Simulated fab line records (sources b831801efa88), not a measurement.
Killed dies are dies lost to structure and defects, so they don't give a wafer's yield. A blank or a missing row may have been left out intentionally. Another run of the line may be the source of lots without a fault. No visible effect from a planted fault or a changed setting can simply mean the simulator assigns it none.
A struck lot beside a sound one :: flow sky130 :: 15 steps out of a route of 708
Sound: the wafers L881.2, L881.4, L881.5. Struck: wafers L889.2, L889.5, L889.6. The cause comes at the end.
At each step with rows: each side's tool, then ch and its chambers, then its first start. Under that, the readings that differ: sound wafers :: struck wafers :: difference of the means :: sigmas: that difference in standard deviations of wafers without a fault.
alike: same words and numbers on both sides, and readings whose means sit less than 2 such deviations apart. not compared: any withheld reading, any reading some wafer has no value for, any bound like >300 that may hide the same value, and any number with overlapping values for which the record gives no deviation.
Wherever a step has rows on one side only, a row that says differs or no value, or a row with sigmas, the two part there. Numbers that have no deviation but don't overlap get no sigmas and don't part them. A reading missing from all wafers of one side parts the sides only when that side holds two or more wafers.

SKY_CAP2M_SPUTTER_02: material TiN, target thk 200 nm, time 166.7 s.
  struck on pvdSputter-03, day 43 02:37; sound on pvdSputter-02, day 40 17:38
  alike: throttleValvePct
SKY_CAP2M_RS_MEAS_03: uses a four-point probe to measure.
  struck on filmMetro-04, day 43 02:45; sound on filmMetro-03, day 40 17:46
  alike: CAP2M_TIN_RS
SKY_CAP2M_THK_MEAS_04: measures by xrf.
  struck on filmMetro-04, day 43 02:52; sound on filmMetro-03, day 40 17:52
  alike: CAP2M_TIN_THK
then, 7 steps without rows for these wafers: SKY_CAP2M_DEHYDRATE_05 (time 60 s); SKY_CAP2M_HMDS_06 (prime time 60 s); SKY_CAP2M_COAT_07 (resist thk 1140 nm); SKY_CAP2M_SOFTBAKE_08 (time 60 s); SKY_CAP2M_EXPOSE_09 (exposes mask CAP2M, target cd 1000 nm); SKY_CAP2M_PEB_10; SKY_CAP2M_DEVELOP_11 (develop time 60 s).
SKY_CAP2M_OVL_MEAS_12:
  struck on overlay-02, day 44 00:50; sound on overlay-01, day 41 17:29
reading: CAP2M_OVL (nm)
sound: -2.5 -0.1 -4.1
struck: 0.3 0.4 2.4
difference: +3.3
sigmas: +2
SKY_CAP2M_METAL_ETCH_13: etches TiN in Cl2/BCl3, stops on SiO2, target depth 220 nm, time 62.9 s.
  sound on rieMetal-03 ch 0,1, day 41 17:31; struck on rieMetal-02 ch 0,1, day 44 00:52
  alike: drypumpMotorCurrentA, oesProductAu, throttleValvePct
  not compared: rfHoursCounterH
SKY_CAP2M_STRIP_14: strips in O2/N2.
  sound on plasmaAsher-01 ch 0,1, day 41 17:36; struck on plasmaAsher-02 ch 0,1, day 44 00:57
  no value came back on the struck wafers for chamberPressureMTorr (mTorr), drypumpMotorCurrentA (A), oesProductAu (a.u.), stripTimeToEndpointS (s); on the sound wafers chamberPressureMTorr (mTorr) reads 1499.8 1499.9 1500.5
reading: model.NOVOLAK_of_CAP2M_COAT_07.thkNm (nm)
sound: 0 0 0
struck: 988.6 985.4 998.2
difference: +990.7
sigmas: 
  not compared: rfHoursCounterH
then, 1 step without rows for these wafers: SKY_CAP2M_STRIP_15 (strips in post etch residue remover, time 1200 s).
-- the record jumps here: 5 days lie between the struck wafers' starts before and after (it left off in module CAP2M and takes up again in module PAD_OPEN, whose first step shown is number 708 of the route) --
SKY_PAD_OPEN_PROBE_99:
  struck on prober-02, day 48 13:53; sound on prober-02, day 46 14:31
reading: defectLimitedYield (%)
sound: 83.9 85.0 85.2
struck: 0.4 0.2 0
difference: -84.5
sigmas: -38

reading: killed_at_M0_to_M3
sound: 34 42 44
struck: 6 11 5
difference: -33
sigmas: -5

reading: killedAtContacts
sound: 22 19 9
struck: 1 7 4
difference: -13
sigmas: -2

reading: killedAtFrontEnd
sound: 21 11 19
struck: 2 5 4
difference: -13
sigmas: -3

reading: killedAtOther
sound: 0 0 0
struck: 481 467 479
difference: +476
sigmas: +99 or more

reading: killedDies
sound: 79 74 73
struck: 490 491 492
difference: +416
sigmas: +38

reading: killedOnRim
sound: 16 15 13
struck: 95 96 96
difference: +81
sigmas: +24

reading: killedOpen
sound: 37 39 33
struck: 3 13 9
difference: -28
sigmas: -4

reading: killedShort
sound: 42 35 40
struck: 6 11 4
difference: -32
sigmas: -5

reading: sort_bin_3_pad_short (%)
sound: 0.8 0.6 1.2
struck: 20.9 25.2 24.2
difference: +22.6
sigmas: +52

reading: sort_bin_5_function (%)
sound: 9.3 8.5 9.1
struck: 75.8 71.3 73.2
difference: +64.5
sigmas: +38

reading: sort_bin_6_memory (%)
sound: 5.9 5.9 4.5
struck: 2.8 3.3 2.6
difference: -2.5
sigmas: -2

reading: sortNPass
sound: 413 418 419
struck: 2 1 0
difference: -416
sigmas: -38

reading: sortYieldPct (%)
sound: 83.9 85.0 85.2
struck: 0.4 0.2 0
difference: -84.5
sigmas: -38
  alike: killed_at_M4_up

WHERE THEY PART
Earliest at SKY_CAP2M_OVL_MEAS_12; latest, in this record, at SKY_PAD_OPEN_PROBE_99.

WHY: the cause the simulator had injected
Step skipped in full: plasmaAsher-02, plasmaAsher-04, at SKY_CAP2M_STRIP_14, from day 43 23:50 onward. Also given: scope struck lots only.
